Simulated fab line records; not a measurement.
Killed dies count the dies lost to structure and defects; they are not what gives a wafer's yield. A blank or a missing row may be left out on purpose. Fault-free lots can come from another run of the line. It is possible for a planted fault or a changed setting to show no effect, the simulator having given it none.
fab line records	flow gf180mcu
record: lots: 15	wafers: 45	lastDay: 34
route steps=602 shown M3@426 V3@434
lots with no fault: from the same line, run without faults
startH: hours from the record's opening day to when the first of the lot's shown wafers began	waitH: time in hours since the lot's previous step	" same as the row above	L1.1+2: a single row standing in for several wafers	- value missing, or start not given	* or withheld: withheld	< > ~ a bound
route shown NAME@n: names a module that has steps shown in the file, with the first one's number in the route	usual: average and standard deviation across the fault-free wafers	same: alike in all rows	chamber/n: place in a boat	sites: readings site by site	_std_site: their standard deviation	_edge_site: outer sites' mean less inner sites'	radiusMm: how far each site lies from the wafer's centre	mask NAME#n: copy n	behind: the tool/chamber that last shaped the wafer	hold: why the lot was held/for how many hours/how that ended	device: whichever transistor did not switch (one of n, p or np)	end of line: the same wafers' tests at the end of the route	step lacking rows: just its recipe	killed: count of dies lost to structure and defects at first sort (not the wafer's yield)	map: shows each die of a wafer: x if killed, . if not, _ if none is there
set.NAME: the setting that was run; set.NAME@STEP: the one run at that earlier step	model.NAME: the simulator's own value behind a step, which no gauge read
the route's steps for a sample of lots (tables are steps, rows are wafers)
services: from which hour (startH, from the record's first day; less than 0 if before it) a tool's chamber was out of use, for how many hours, and why
== steps ==
step: GF_M3_STRIP_17
recipe: chemistry: O2/N2	powerW: 1400	pressureMtorr: 1500	platenTempC: 250	o2FlowSccm: 3000	n2FlowSccm: 300	overashFraction: 0.5
usual: drypumpMotorCurrentA: 5.4/0.4	heaterPowerW: 317/28	oesProductAu: 0.558/0.0046	stripTimeToEndpointS: 7.88/0.043
lot.wafer	tool	chamber	startH	waitH	drypumpMotorCurrentA	heaterPowerW	oesProductAu	rfHoursCounterH	stripTimeToEndpointS
L575.1	plasmaAsher-01	0	498.98	0.2	5.2	328	0.563	8	7.88
L575.3	"	1	"	"	6.1	300	0.564	-	7.94
L575.4	"	0	"	"	5.2	325	0.561	-	7.95
L576.1	plasmaAsher-02	1	508.07	0.1	4.9	355	0.554	43	7.92
L576.3	"	1	"	"	4.9	359	0.559	-	7.89
L576.6	"	1	"	"	4.9	356	0.556	-	7.90
L577.3	plasmaAsher-01	1	516.28	0.1	6.1	304	0.559	-	7.96
L577.4	"	0	"	"	5.2	326	0.559	-	7.88
L577.5	"	1	"	"	6.1	296	0.563	-	7.95
L578.1	plasmaAsher-01	1	527.83	0.1	6.0	303	0.548	10	7.81
L578.4	"	0	"	"	5.3	326	0.558	-	7.82
L578.6	"	0	"	"	5.2	326	0.564	-	7.90
L580.3	plasmaAsher-02	1	544.73	0.1	4.9	366	0.565	-	7.92
L580.5	"	0	"	"	5.4	289	0.547	-	7.91
L580.6	"	1	"	"	4.9	357	0.555	-	7.93
L582.1	plasmaAsher-01	0	559.29	0.1	5.2	320	0.555	14	7.90
L582.2	"	1	"	"	6.1	301	0.554	14	7.89
L582.4	"	1	"	"	6.1	293	0.555	-	7.92
L583.1	plasmaAsher-02	0	574.95	0.2	5.5	283	0.563	50	7.88
L583.3	"	0	"	"	5.5	287	0.562	-	7.88
L583.6	"	0	"	"	5.4	291	0.557	-	7.87
L584.1	plasmaAsher-01	1	576.14	0.1	6.1	296	0.560	15	7.87
L584.5	"	0	"	"	5.2	315	0.555	-	7.85
L584.6	"	1	"	"	6.1	301	0.549	-	7.77
L585.3	plasmaAsher-01	1	580.09	0.1	6.0	303	0.557	-	7.89
L585.5	"	1	"	"	6.1	305	0.557	-	7.87
L585.6	"	0	"	"	5.2	322	0.565	-	7.88
L588.3	plasmaAsher-02	0	616.98	0.1	5.5	292	0.557	-	7.85
L588.5	"	0	"	"	5.4	288	0.551	-	7.86
L588.6	"	1	"	"	4.9	360	0.563	-	7.83
L592.1	plasmaAsher-01	1	639.13	0.1	6.1	308	0.562	23	7.87
L592.2	"	0	"	"	5.2	337	0.555	23	7.88
L592.5	"	0	"	"	5.2	321	0.557	-	7.90
L593.4	plasmaAsher-01	0	652.00	0.1	5.2	319	0.564	-	7.92
L593.5	"	0	"	"	5.2	333	0.560	-	7.85
L593.6	"	1	"	"	6.0	297	0.557	-	7.94
L595.1	plasmaAsher-01	1	662.02	0.1	6.1	298	0.557	25	7.86
L595.4	"	1	"	"	6.1	290	0.560	-	7.94
L595.5	"	1	"	"	6.1	304	0.565	-	7.94
L596.1	plasmaAsher-02	0	663.27	0.1	5.5	286	0.558	60	7.84
L596.2	"	1	"	"	4.9	359	0.570	60	7.98
L596.3	"	0	"	"	5.4	289	0.552	-	7.83
L597.1	plasmaAsher-01	0	666.22	0.1	5.2	325	0.564	26	7.89
L597.3	"	0	"	"	5.2	318	0.555	-	7.87
L597.5	"	0	"	"	5.2	328	0.561	-	7.84
step: GF_V3_BOW_MEAS_05
recipe: mode: bow
usual: V3_BOW: 116/9.4
lot.wafer	tool	chamber	startH	waitH	V3_BOW[um]
L575.1	filmMetro-04	-	500.08	0.2	111
L575.3	"	-	"	"	105
L575.4	"	-	"	"	103
L576.1	filmMetro-04	-	509.17	0.1	130
L576.3	"	-	"	"	133
L576.6	"	-	"	"	120
L577.3	filmMetro-02	-	517.40	0.2	96
L577.4	"	-	"	"	107
L577.5	"	-	"	"	104
L578.1	filmMetro-04	-	528.95	0.1	110
L578.4	"	-	"	"	113
L578.6	"	-	"	"	114
L580.3	filmMetro-04	-	545.89	0.2	123
L580.5	"	-	"	"	133
L580.6	"	-	"	"	112
L582.1	filmMetro-02	-	560.39	0.2	123
L582.2	"	-	"	"	102
L582.4	"	-	"	"	108
L583.1	filmMetro-04	-	576.12	0.1	107
L583.3	"	-	"	"	111
L583.6	"	-	"	"	113
L584.1	filmMetro-04	-	577.30	0.2	109
L584.5	"	-	"	"	108
L584.6	"	-	"	"	111
L585.3	filmMetro-03	-	581.23	0.2	119
L585.5	"	-	"	"	123
L585.6	"	-	"	"	128
L588.3	filmMetro-02	-	619.57	0.3	116
L588.5	"	-	"	"	105
L588.6	"	-	"	"	89
L592.1	filmMetro-02	-	640.22	0.2	129
L592.2	"	-	"	"	112
L592.5	"	-	"	"	132
L593.4	filmMetro-02	-	653.15	0.2	119
L593.5	"	-	"	"	105
L593.6	"	-	"	"	113
L595.1	filmMetro-03	-	663.11	0.1	126
L595.4	"	-	"	"	122
L595.5	"	-	"	"	128
L596.1	filmMetro-03	-	664.36	0.1	126
L596.2	"	-	"	"	107
L596.3	"	-	"	"	115
L597.1	filmMetro-03	-	667.31	0.1	125
L597.3	"	-	"	"	122
L597.5	"	-	"	"	126
step: GF_V3_SPUTTER_21
recipe: material: Ti	targetThkNm: 15	chamberPressurePa: 5	powerW: 2500	substrateTempC: 200	timeS: 80.02
usual: cathodeDcPowerW: 2500.0/0.45	chamberPressurePa: 5.000/0.0097	throttleValvePct: 30.5/1.1
lot.wafer	tool	chamber	startH	waitH	cathodeDcPowerW	chamberPressurePa	throttleValvePct
L575.1	pvdSputter-02	-	523.83	0.0	2500.6	5.007	31.2
L575.3	"	-	"	"	2500.4	5.002	29.1
L575.4	"	-	"	"	2500.7	5.001	31.2
L576.1	pvdSputter-04	-	533.53	0.0	2500.9	4.996	28.8
L576.3	"	-	"	"	2501.0	5.022	31.3
L576.6	"	-	"	"	2500.1	5.014	31.1
L577.3	pvdSputter-02	-	541.24	0.0	2499.7	5.018	29.0
L577.4	"	-	"	"	2500.1	5.009	30.3
L577.5	"	-	"	"	2499.6	4.997	31.3
L578.1	pvdSputter-03	-	552.78	0.0	2499.8	4.994	32.8
L578.4	"	-	"	"	2500.3	5.001	29.1
L578.6	"	-	"	"	2499.8	4.992	33.0
L580.3	pvdSputter-03	-	568.87	0.0	2499.0	4.989	32.8
L580.5	"	-	"	"	2499.5	5.004	30.4
L580.6	"	-	"	"	2499.8	5.012	29.2
L582.1	pvdSputter-03	-	583.38	0.0	-	-	-
L582.2	"	-	"	"	-	-	-
L582.4	"	-	"	"	-	-	-
L583.1	pvdSputter-03	-	598.50	0.0	-	-	-
L583.3	"	-	"	"	-	-	-
L583.6	"	-	"	"	-	-	-
L584.1	pvdSputter-03	-	600.06	0.0	-	-	-
L584.5	"	-	"	"	-	-	-
L584.6	"	-	"	"	-	-	-
L585.3	pvdSputter-02	-	603.09	0.0	2499.9	5.019	31.2
L585.5	"	-	"	"	2499.2	5.000	30.4
L585.6	"	-	"	"	2500.1	4.998	29.1
L588.3	pvdSputter-03	-	640.63	0.0	2499.3	4.989	30.1
L588.5	"	-	"	"	2499.5	5.005	30.3
L588.6	"	-	"	"	2499.6	5.008	30.4
L592.1	pvdSputter-04	-	660.45	0.0	2500.0	5.004	31.5
L592.2	"	-	"	"	2499.5	5.003	31.3
L592.5	"	-	"	"	2500.2	5.001	31.0
L593.4	pvdSputter-04	-	673.33	0.0	2500.7	4.998	29.2
L593.5	"	-	"	"	2499.8	5.002	31.3
L593.6	"	-	"	"	2500.0	4.985	30.5
L595.1	pvdSputter-03	-	683.25	0.0	2500.4	4.992	28.9
L595.4	"	-	"	"	2500.1	5.004	30.3
L595.5	"	-	"	"	2499.8	4.999	32.8
L596.1	pvdSputter-03	-	684.45	0.0	2499.3	4.995	30.2
L596.2	"	-	"	"	2499.6	5.006	29.1
L596.3	"	-	"	"	2500.2	4.988	32.7
L597.1	pvdSputter-04	-	687.15	0.0	2500.3	5.004	31.3
L597.3	"	-	"	"	2500.1	4.991	30.1
L597.5	"	-	"	"	2499.8	4.993	28.6
== services ==
tool	chamber	startH	hours	kind
plasmaAsher-01	-	506.67	6.7	repair
plasmaAsher-02	-	508.51	3.3	repair
pvdSputter-04	-	609.45	2.5	repair
pvdSputter-03	-	632.72	5.4	repair
== key ==
firstSign: step: GF_V3_SPUTTER_21	reading: toolRecord	direction: missing
effect none on later readings
metAt GF_V3_SPUTTER_21
struckLots L582,L583,L584
laterRowsLeftOut L582.1,L582.2,L582.4,L583.1,L583.3,L583.6,L584.1,L584.5,L584.6
sortLeftOut L582.1,L582.2,L582.4,L583.1,L583.3,L583.6,L584.1,L584.5,L584.6
notActingAt GF_M3_STRIP_17,GF_V3_BOW_MEAS_05
onsetBetween 568.87 583.38
fault: kind: skippedStepWhole	tool: pvdSputter-03	chamber: -	onsetH: 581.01	steps: GF_V3_SPUTTER_21	scope: struckLotsOnly
sortLeftOut: the simulated sort isn't trusted on such a fault, so these wafers' sort isn't shown, and their yield isn't known
laterRowsLeftOut: the simulator's readings of these wafers behind a module that went badly wrong aren't trusted and aren't shown, but for the sort
